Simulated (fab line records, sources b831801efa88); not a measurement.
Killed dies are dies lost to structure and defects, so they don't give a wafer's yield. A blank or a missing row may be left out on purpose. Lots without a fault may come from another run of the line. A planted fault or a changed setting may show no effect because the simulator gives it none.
A struck lot beside a sound one | flow sky130 | 20 steps out of a route of 708
Sound: wafers L691.1, L691.3, L691.4. Struck: wafers L696.1, L696.2, L696.3. The cause comes at the end.
At each step with rows: each side's tool, then ch and its chambers, then its first start. Under that, the readings that differ: sound wafers | struck wafers | difference of the means | sigmas: that difference in standard deviations of wafers without a fault.
alike: readings whose means differ by less than 2 such deviations, and words and numbers that are the same on both sides. not compared: withheld readings, readings that some wafer has no value for, bounds like >300 that may hide the same value, and numbers for which the record gives no deviation and whose values overlap.
The two part at a step that has a row with sigmas, a row that says differs or no value, or rows on one side only. Numbers that don't overlap but have no deviation are shown without sigmas and don't part them. A reading that every wafer of one side lacks parts them only if that side has two wafers or more.

SKY_CAP2M_METAL_ETCH_13: etches TiN in Cl2/BCl3, stops on SiO2, target depth 220 nm, time 62.9 s.
  sound on rie_metal-02 ch 0,1, day 42 18:56; struck on rie_metal-01 ch 0,1, day 43 22:56
  alike: bias_w, drypump_motor_current_A, he_backside_leak_sccm, oes_product_au, throttle_valve_pct
  not compared: rf_hours_counter_h
SKY_CAP2M_STRIP_14: strips in O2/N2.
  sound on plasma_asher-01 ch 0,1, day 42 19:01; struck on plasma_asher-03 ch 0,1, day 43 23:01
  alike: drypump_motor_current_A, n2_flow_sccm, oes_product_au, strip_time_to_endpoint_s
  not compared: rf_hours_counter_h
then, 10 steps without rows for these wafers: SKY_CAP2M_STRIP_15 (strips in post etch residue remover, time 1200 s); SKY_CAP2M_CLEAN_16 (cleans in IPA, time 180 s); SKY_CAP2M_CLEAN_17 (cleans in O3/DIW); SKY_METAL4_DEHYDRATE_05 (time 60 s); SKY_METAL4_HMDS_06 (prime time 60 s); SKY_METAL4_COAT_07 (resist thk 60 nm); SKY_METAL4_COAT_08 (resist thk 1140 nm); SKY_METAL4_SOFTBAKE_09 (time 90 s); SKY_METAL4_EXPOSE_10 (exposes mask MM4, target cd 300 nm); SKY_METAL4_PEB_11.
SKY_METAL4_DEVELOP_12: develop time 60 s.
  sound on litho_track-01 ch 0, day 43 17:00; struck on litho_track-02 ch 0, day 44 21:00
  reading              | sound             | struck            | difference | sigmas
  developer_temp_C (C) | 21.24 21.08 21.13 | 20.98 20.93 20.83 | -0.24      | -2
  alike: resist_line_temp_C
SKY_METAL4_CD_MEAS_13: target cd 300 nm.
  sound on cd_sem-02, day 43 17:40; struck on cd_sem-01, day 44 21:48
  reading    | sound             | struck            | difference | sigmas
  cd_nm (nm) | 299.5 298.9 300.6 | 302.7 303.7 303.1 | +3.5       | +2
SKY_METAL4_OVL_MEAS_14:
  sound on overlay-02, day 43 17:47; struck on overlay-02, day 44 21:55
  alike: METAL4_OVL
SKY_METAL4_DESCUM_15: chemistry O2, time 8 s.
  sound on rie_metal-03 ch 0,1, day 43 17:49; struck on rie_metal-01 ch 0,1, day 44 21:58
  reading                 | sound           | struck          | difference | sigmas
  model.METAL4.cd_nm (nm) | 299.3 298.3 300 | 303.2 304.1 303 | +4.2       |
  alike: drypump_motor_current_A, he_backside_leak_sccm, oes_product_au
  not compared: rf_hours_counter_h
SKY_METAL4_ETCH_16: etches BARC in N2/H2, stops on SiO2, time 88.2 s, target depth 60 nm.
  sound on rie_metal-03 ch 0,1, day 43 17:51; struck on rie_metal-01 ch 0,1, day 44 21:59
  alike: bias_w, drypump_motor_current_A, he_backside_leak_sccm, n2_flow_sccm, oes_product_au, throttle_valve_pct
  not compared: rf_hours_counter_h
SKY_METAL4_ETCH_17: etches SiO2 in C4F8/O2/Ar, stops on TiN, time 3.9 s, target depth 15 nm.
  sound on rie_diel-03 ch 0,2,3, day 43 17:57; struck on rie_diel-01 ch 0,1,2, day 44 22:05
  reading                 | sound             | struck            | difference | sigmas
  model.METAL4.cd_nm (nm) | 300.9 297.3 301.2 | 304.5 304.2 302.2 | +3.8       |
  alike: bias_w, oes_product_au
SKY_METAL4_METAL_ETCH_18: etches the open film in Cl2/BCl3, stops on SiO2, target depth 845 nm, time 183.1 s.
  sound on rie_metal-04 ch 0,1, day 43 17:58; struck on rie_metal-03 ch 0,1, day 44 22:07
  alike: bias_w, drypump_motor_current_A, he_backside_leak_sccm, oes_product_au, throttle_valve_pct
  not compared: rf_hours_counter_h
-- the record jumps here: 4 days lie between the struck wafers' starts before and after (it left off in module METAL4 and takes up again in module PAD_OPEN, whose first step shown is number 708 of the route) --
SKY_PAD_OPEN_PROBE_99:
  the record has rows for the struck wafers here (prober-01, day 48 13:41) and none for the sound ones

WHERE THEY PART
First at SKY_METAL4_DEVELOP_12; last, within this record, at SKY_PAD_OPEN_PROBE_99.

WHY: what the simulator had put in
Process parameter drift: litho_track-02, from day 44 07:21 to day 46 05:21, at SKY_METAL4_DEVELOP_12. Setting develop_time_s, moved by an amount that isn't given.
